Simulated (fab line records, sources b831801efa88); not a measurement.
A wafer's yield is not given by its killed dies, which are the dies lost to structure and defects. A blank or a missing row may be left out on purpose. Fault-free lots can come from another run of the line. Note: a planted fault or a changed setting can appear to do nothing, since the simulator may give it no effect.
fab line records	flow sky130
record: lots: 6	wafers: 18	last-day: 49
route steps=708 shown LI_CONTACT@370 PAD_OPEN@708
lots with no fault: from the same line, run without faults
start-h: hours from the record's opening day to when the first of the lot's shown wafers began	wait-h: how many hours have passed since the lot's step before this one	" as in the row above	L1.1+2: one row covering several wafers at once	- no value present, or no start provided	* or withheld: withheld	< > ~ a bound
route shown NAME@n: NAME is a module with steps in the file, n the number in the route of the first one	usual: mean/standard deviation taken from wafers without a fault	same: alike in all rows	chamber/n: place in a boat	sites: per-site readings	_std_site: standard deviation across them	_edge_site: mean of outer sites minus mean of inner sites	radius-mm: how far each site lies from the wafer's centre	mask NAME#n: copy n	behind: the most recent tool/chamber to have shaped the wafer	hold: the reason the lot was held/the length of the hold in hours/how it ended	device: which transistor (n, p or np) failed to switch	end of line: at the end of the route, the tests of the same wafers	a step without rows: its recipe alone	killed: at the first sort, the dies lost to defects and structure; wafer yield is something else	map: shows each die of a wafer: x if killed, . if not, _ if none is there
set.NAME: setting as actually run; set.NAME@STEP: the setting as run at that earlier step	model.NAME: the simulator's own value behind a step, which no gauge read
lots at some steps of the route; a table a step, a row a wafer
services: from which hour (start-h, from the record's first day; less than 0 if before it) a tool's chamber was out of use, for how many hours, and why
== steps ==
step: SKY_LI_CONTACT_SOFTBAKE_08
recipe: temp-c: 100	time-s: 90	resist: KrF-thick
step: SKY_LI_CONTACT_EXPOSE_09
recipe: mask-id: LICM1	na: 0.8	source-shape: annular	sigma-inner: 0.55	sigma-outer: 0.85	target-cd-nm: 170	dose-mj: 38
step: SKY_LI_CONTACT_PEB_10
recipe: peb-temp-c: withheld	peb-time-s: withheld	resist: KrF-thick
step: SKY_LI_CONTACT_DEVELOP_11
recipe: develop-time-s: 60	resist: KrF-thick	dev-temp-c: 21
step: SKY_LI_CONTACT_CD_MEAS_12
recipe: target-cd-nm: 170
usual: cd-nm: 169.9/1.5
lot.wafer	tool	chamber	start-h	wait-h	cd-nm
L854.3	cd-sem-01	-	700.48	-	169.5
L854.4	"	-	"	"	169.8
L854.5	"	-	"	"	170.3
L857.1	cd-sem-01	-	734.99	-	171.0
L857.4	"	-	"	"	171.5
L857.6	"	-	"	"	171.5
L866.1	cd-sem-02	-	791.74	-	171.6
L866.4	"	-	"	"	171.8
L866.5	"	-	"	"	172.4
L867.1	cd-sem-01	-	798.94	-	167.8
L867.4	"	-	"	"	168.6
L867.6	"	-	"	"	170.4
L871.1	cd-sem-02	-	822.34	-	171.1
L871.2	"	-	"	"	171.0
L871.6	"	-	"	"	171.7
L872.1	cd-sem-02	-	825.81	-	170.8
L872.2	"	-	"	"	170.1
L872.6	"	-	"	"	170.1
step: SKY_LI_CONTACT_OVL_MEAS_13
usual: LI_CONTACT_OVL: -2/5.5
lot.wafer	tool	chamber	start-h	wait-h	LI_CONTACT_OVL[nm]
L854.3	overlay-01	-	700.57	0.1	-9
L854.4	"	-	"	"	-1
L854.5	"	-	"	"	-5
L857.1	overlay-01	-	735.11	0.1	-12
L857.4	"	-	"	"	-12
L857.6	"	-	"	"	-9
L866.1	overlay-01	-	791.86	0.1	-7
L866.4	"	-	"	"	-3
L866.5	"	-	"	"	-10
L867.1	overlay-02	-	799.06	0.1	-5
L867.4	"	-	"	"	-6
L867.6	"	-	"	"	-7
L871.1	overlay-02	-	822.46	0.1	3
L871.2	"	-	"	"	-6
L871.6	"	-	"	"	-2
L872.1	overlay-02	-	825.93	0.1	-4
L872.2	"	-	"	"	3
L872.6	"	-	"	"	-2
step: SKY_LI_CONTACT_ETCH_14
recipe: chemistry: N2/H2	target: BARC	ion-energy-ev: 200	source-w: 500	bias-w: 100	pressure-mtorr: 30	n2-flow-sccm: 100	h2-flow-sccm: 200	stop-on: SiO2	time-s: 45.9	target-depth-a: 600
usual: drypump-motor-current-A: 5.8/0.39	oes-product-au: 0.855/0.005	throttle-valve-pct: 13.223/0.0097
lot.wafer	tool	chamber	start-h	wait-h	drypump-motor-current-A	oes-product-au	rf-hours-counter-h	throttle-valve-pct
L854.3	rie-diel-02	2	700.60	0.0	5.1	0.848	4	13.226
L854.4	"	3	"	"	6.3	0.854	3	13.246
L854.5	"	0	"	"	5.6	0.864	-	13.212
L857.1	rie-diel-03	2	735.15	0.0	5.6	0.856	11	13.208
L857.4	"	1	"	"	6.0	0.858	8	13.219
L857.6	"	3	"	"	6.5	0.856	-	13.224
L866.1	rie-diel-01	3	791.90	0.0	5.3	0.859	8	13.223
L866.4	"	2	"	"	6.0	0.853	19	13.228
L866.5	"	0	"	"	5.7	0.857	-	13.229
L867.1	rie-diel-03	2	799.10	0.0	5.5	0.858	14	13.229
L867.4	"	0	"	"	6.2	0.853	-	13.216
L867.6	"	1	"	"	6.0	0.857	-	13.226
L871.1	rie-diel-03	3	822.50	0.0	6.5	0.849	0	13.216
L871.2	"	2	"	"	5.5	0.851	14	13.237
L871.6	"	2	"	"	5.6	0.864	-	13.214
L872.1	rie-diel-01	3	825.97	0.0	5.3	0.848	9	13.240
L872.2	"	1	"	"	5.8	0.862	16	13.242
L872.6	"	0	"	"	5.7	0.859	-	13.221
step: SKY_LI_CONTACT_ETCH_15
recipe: target: PSG	chemistry: C4F8/O2/Ar	stop-on: Si	taper-deg: 4.15	mask-material: KrF-thick	source-w: 1500	bias-w: 1200	pressure-mtorr: 40	c4f8-flow-sccm: withheld	O2_flow_sccm: 6	Ar_flow_sccm: 300	time-s: withheld	target-depth-a: 6000
usual: oes-product-au: 0.837/0.0048
lot.wafer	tool	chamber	start-h	wait-h	oes-product-au
L854.3	rie-diel-02	2	700.64	0.0	0.832
L854.4	"	3	"	"	0.830
L854.5	"	0	"	"	0.831
L857.1	rie-diel-03	2	735.19	0.0	0.837
L857.4	"	1	"	"	0.837
L857.6	"	3	"	"	0.840
L866.1	rie-diel-01	3	791.94	0.0	0.834
L866.4	"	2	"	"	0.831
L866.5	"	0	"	"	0.838
L867.1	rie-diel-03	2	799.14	0.0	0.841
L867.4	"	0	"	"	0.834
L867.6	"	1	"	"	0.835
L871.1	rie-diel-03	3	822.54	0.0	0.828
L871.2	"	2	"	"	0.830
L871.6	"	2	"	"	0.837
L872.1	rie-diel-01	3	826.01	0.0	0.841
L872.2	"	1	"	"	0.844
L872.6	"	0	"	"	0.841
step: SKY_LI_CONTACT_STRIP_16
recipe: chemistry: O2/N2	power-w: 1400	pressure-mtorr: 1500	platen-temp-c: withheld	o2-flow-sccm: 3000	n2-flow-sccm: 300	overash-fraction: 0.5
usual: drypump-motor-current-A: 5.6/0.48	oes-product-au: 0.374/0.0048	strip-time-to-endpoint-s: 3.46/0.044
lot.wafer	tool	chamber	start-h	wait-h	drypump-motor-current-A	oes-product-au	rf-hours-counter-h	strip-time-to-endpoint-s
L854.3	plasma-asher-03	0	700.76	-	5.2	0.378	-	3.44
L854.4	"	1	"	"	5.3	0.383	-	3.46
L854.5	"	0	"	"	5.3	0.382	-	3.53
L857.1	plasma-asher-01	0	735.28	-	5.8	0.372	88	3.47
L857.4	"	0	"	"	5.8	0.376	-	3.49
L857.6	"	1	"	"	6.7	0.377	-	3.54
L866.1	plasma-asher-01	1	792.03	-	6.7	0.379	93	3.49
L866.4	"	1	"	"	6.7	0.368	-	3.42
L866.5	"	1	"	"	6.8	0.375	-	3.44
L867.1	plasma-asher-03	0	799.23	-	5.2	0.380	6	3.45
L867.4	"	0	"	"	5.2	0.375	-	3.53
L867.6	"	1	"	"	5.3	0.379	-	3.48
L871.1	plasma-asher-04	0	822.63	-	5.2	0.377	38	3.49
L871.2	"	1	"	"	5.9	0.376	38	3.50
L871.6	"	0	"	"	5.2	0.377	-	3.45
L872.1	plasma-asher-01	1	826.10	-	6.7	0.377	96	3.47
L872.2	"	0	"	"	5.8	0.368	96	3.41
L872.6	"	1	"	"	6.7	0.373	-	3.46
step: SKY_LI_CONTACT_CLEAN_17
recipe: chemistry: NMP	time-s: 600	temp-c: 60	dry: n2-spin
step: SKY_LI_CONTACT_PRE_CLEAN_18
recipe: gas: Ar	time-s: 5.6	bias-v: 358
step: SKY_LI_CONTACT_SPUTTER_19
recipe: material: Ti	target-thk-nm: 20	chamber-pressure-pa: 5	power-w: 2500	substrate-temp-c: 200	time-s: 106.37
usual: throttle-valve-pct: 30.1/0.96
lot.wafer	tool	chamber	start-h	wait-h	throttle-valve-pct
L854.3	pvd-sputter-02	-	701.02	0.0	29.6
L854.4	"	-	"	"	29.5
L854.5	"	-	"	"	29.0
L857.1	pvd-sputter-03	-	735.59	0.0	29.4
L857.4	"	-	"	"	30.3
L857.6	"	-	"	"	30.0
L866.1	pvd-sputter-02	-	792.34	0.0	29.1
L866.4	"	-	"	"	29.6
L866.5	"	-	"	"	29.5
L867.1	pvd-sputter-02	-	799.54	0.0	32.2
L867.4	"	-	"	"	29.4
L867.6	"	-	"	"	29.5
L871.1	pvd-sputter-01	-	822.94	0.0	30.9
L871.2	"	-	"	"	29.2
L871.6	"	-	"	"	31.0
L872.1	pvd-sputter-01	-	826.57	0.0	29.7
L872.2	"	-	"	"	30.3
L872.6	"	-	"	"	29.2
step: SKY_LI_CONTACT_SPUTTER_20
recipe: material: TiN	target-thk-nm: 20	chamber-pressure-pa: 5	power-w: 4000	time-s: 80
usual: throttle-valve-pct: 30.1/0.94
lot.wafer	tool	chamber	start-h	wait-h	throttle-valve-pct	model.TiN_of_LI_CONTACT_SPUTTER_20.thk-nm
L854.3	pvd-sputter-02	-	701.10	0.0	29.7	19.85
L854.4	"	-	"	"	29.5	20.01
L854.5	"	-	"	"	29.3	20.15
L857.1	pvd-sputter-03	-	735.66	0.0	29.6	20.17
L857.4	"	-	"	"	30.0	20.54
L857.6	"	-	"	"	29.9	20.59
L866.1	pvd-sputter-02	-	792.41	0.0	29.2	21.56
L866.4	"	-	"	"	29.7	21.11
L866.5	"	-	"	"	29.5	21.64
L867.1	pvd-sputter-02	-	799.61	0.0	32.1	21.56
L867.4	"	-	"	"	29.4	21.9
L867.6	"	-	"	"	30.0	21.51
L871.1	pvd-sputter-01	-	823.01	0.0	30.9	19.93
L871.2	"	-	"	"	29.0	19.85
L871.6	"	-	"	"	30.9	19.97
L872.1	pvd-sputter-01	-	826.64	0.0	30.0	20.3
L872.2	"	-	"	"	30.2	20.59
L872.6	"	-	"	"	29.0	20.22
step: SKY_LI_CONTACT_CVD_21
recipe: material: W	target-thk-nm: 400	time-s: 120.56	temp-c: 400	pressure-torr: 40
usual: heater-power-w: 795/100
lot.wafer	tool	chamber	start-h	wait-h	heater-power-w
L854.3	cvd-w-02	0	701.20	0.1	711
L854.4	"	1	"	"	733
L854.5	"	1	"	"	743
L857.1	cvd-w-01	1	735.72	0.0	986
L857.4	"	0	"	"	734
L857.6	"	0	"	"	754
L866.1	cvd-w-01	1	792.47	0.0	964
L866.4	"	0	"	"	743
L866.5	"	1	"	"	967
L867.1	cvd-w-02	0	799.67	0.0	730
L867.4	"	1	"	"	743
L867.6	"	0	"	"	712
L871.1	cvd-w-02	0	823.07	0.0	724
L871.2	"	1	"	"	753
L871.6	"	0	"	"	714
L872.1	cvd-w-02	1	826.70	0.0	726
L872.2	"	0	"	"	708
L872.6	"	0	"	"	721
step: SKY_PAD_OPEN_PROBE_99
usual: killed_at_M0_to_M3: 44/7.1	killed_at_M4_up: 3.5/2	killed-at-contacts: 24/5.3	killed-at-front-end: 15/4.8	killed-at-other: 0.1/0.35	killed-dies: 86/9.3	killed-open: 47/7.8	killed-short: 39/5.9
same: gross-dies: 492	killed-at-back-side: 0
lot.wafer	tool	chamber	start-h	wait-h	killed_at_M0_to_M3	killed_at_M4_up	killed-at-contacts	killed-at-front-end	killed-at-other	killed-dies	killed-open	killed-short
L854.3	prober-01	-	1092.54	0.2	46	2	21	13	0	82	44	38
L854.4	prober-01	-	1092.59	0.2	43	2	20	11	0	76	47	29
L854.5	prober-01	-	1092.64	0.2	36	1	21	10	0	68	34	34
L866.1	prober-02	-	1161.56	0.1	48	2	21	12	0	83	51	32
L866.4	prober-02	-	1161.71	0.2	49	2	27	15	0	93	51	42
L866.5	prober-02	-	1161.76	0.2	46	3	26	15	0	90	43	47
L871.1	prober-01	-	1179.76	0.1	62	3	26	19	0	110	67	43
L871.2	prober-01	-	1179.81	0.1	43	0	22	13	0	78	43	35
L871.6	prober-01	-	1180.01	0.2	51	3	33	10	0	97	52	45
killed by level:class
L854.3 CONTACT:geometric-particle:open=9 VIA1:geometric-particle:open=9 VIA3:geometric-particle:short=8 VIA3:geometric-particle:open=7 LI_CONTACT:geometric-particle:open=6 METAL1:geometric-particle:short=6 METAL2:geometric-particle:short=5 VIA2:geometric-particle:open=4
L854.4 CONTACT:geometric-particle:open=11 VIA1:geometric-particle:open=10 VIA1:geometric-particle:short=8 VIA2:geometric-particle:open=7 LI_CONTACT:geometric-particle:open=5 VIA3:geometric-particle:open=5 FIELD_ISO:geometric-particle:short=3 POLY_GATE:geometric-particle:open=3
L854.5 CONTACT:geometric-particle:open=7 VIA1:geometric-particle:short=7 VIA1:geometric-particle:open=7 VIA3:geometric-particle:open=7 LI_CONTACT:geometric-particle:open=5 METAL1:geometric-particle:short=5 LI_CONTACT:geometric-particle:short=4 CONTACT:geometric-particle:short=4
L866.1 VIA1:geometric-particle:open=11 VIA3:geometric-particle:open=9 CONTACT:geometric-particle:open=8 LI_CONTACT:geometric-particle:open=6 VIA2:geometric-particle:open=6 METAL1:geometric-particle:short=5 VIA1:geometric-particle:short=4 POLY_GATE:geometric-particle:open=3
L866.4 LI_CONTACT:geometric-particle:open=13 VIA1:geometric-particle:open=10 CONTACT:geometric-particle:open=8 VIA1:geometric-particle:short=6 METAL1:geometric-particle:short=6 METAL2:geometric-particle:short=6 METAL3:geometric-particle:short=6 VIA3:geometric-particle:open=6
L866.5 METAL2:geometric-particle:short=12 LI_CONTACT:geometric-particle:open=10 CONTACT:geometric-particle:open=9 POLY_GATE:geometric-particle:open=6 METAL1:geometric-particle:short=6 VIA1:geometric-particle:open=5 POLY_GATE:geometric-particle:short=4 CONTACT:geometric-particle:short=4
L871.1 VIA1:geometric-particle:open=15 CONTACT:geometric-particle:open=12 VIA2:geometric-particle:open=11 VIA3:geometric-particle:open=8 VIA1:geometric-particle:short=7 LOCAL_INTERCONNECT:geometric-particle:short=6 LI_CONTACT:geometric-particle:open=5 METAL2:geometric-particle:short=5
L871.2 VIA1:geometric-particle:open=13 CONTACT:geometric-particle:open=11 METAL2:geometric-particle:short=7 FIELD_ISO:geometric-particle:short=5 VIA2:geometric-particle:open=4 FIELD_ISO:geometric-particle:open=3 LOCAL_INTERCONNECT:geometric-particle:short=3 CONTACT:geometric-particle:short=3
L871.6 VIA1:geometric-particle:open=11 CONTACT:geometric-particle:short=10 CONTACT:geometric-particle:open=8 LI_CONTACT:geometric-particle:open=7 VIA1:geometric-particle:short=7 VIA2:geometric-particle:open=7 METAL2:geometric-particle:short=6 POLY_GATE:geometric-particle:open=5
== services ==
tool	chamber	start-h	hours	kind
rie-diel-02	2	678.27	17.1	repair
plasma-asher-04	-	698.24	14.6	pm
rie-diel-03	1	698.89	4.3	repair
pvd-sputter-01	-	703.14	0.8	repair
rie-diel-01	3	706.55	8.4	repair
pvd-sputter-01	-	724.49	9.5	repair
plasma-asher-04	-	724.69	11.8	repair
plasma-asher-03	-	733.75	9.0	pm
plasma-asher-03	0	733.75	9.0	vent-cycle
plasma-asher-03	1	733.75	9.0	vent-cycle
rie-diel-01	3	734.48	14.8	repair
pvd-sputter-03	-	740.35	2.5	repair
plasma-asher-03	0	742.75	-	clean
pvd-sputter-03	-	752.64	2.5	repair
cvd-w-01	-	753.15	0.8	repair
rie-diel-01	2	761.15	9.4	repair
plasma-asher-01	-	763.61	13.4	repair
rie-diel-03	2	765.72	4.8	repair
plasma-asher-04	-	772.67	2.8	pm
rie-diel-03	3	782.85	-	clean
rie-diel-03	3	782.85	21.5	scheduled-down
rie-diel-03	3	782.85	21.5	vent-cycle
pvd-sputter-01	-	799.47	5.5	repair
pvd-sputter-02	-	810.01	38.3	repair
== key ==
first-sign none at tools or gauges
model-effect: step: SKY_LI_CONTACT_SPUTTER_20	value: TiN_of_LI_CONTACT_SPUTTER_20.thk-nm	without: 19.87	struck: 21.55
met-at SKY_LI_CONTACT_SPUTTER_20
struck-wafers L866.1,L866.4,L866.5,L867.1,L867.4,L867.6
tester-left-out L866,L867
onset-between 701.10 792.41
also-fits SKY_LI_CONTACT_SPUTTER_19:pvd-sputter-02
fault: kind: process-parameter-drift	tool: pvd-sputter-02	chamber: -	onset-h: 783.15	steps: SKY_LI_CONTACT_SPUTTER_20	channel: time-s	offset: *	shape: step	end-h: 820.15	acts-in: *	stated: *
tester-left-out: of these lots the tester's yield and bins aren't shown, on N5 and GAA mostly nor the transistor test; their killed dies are dies lost to structure and defects alone, not to doping, threshold or leakage, so they don't give the yield
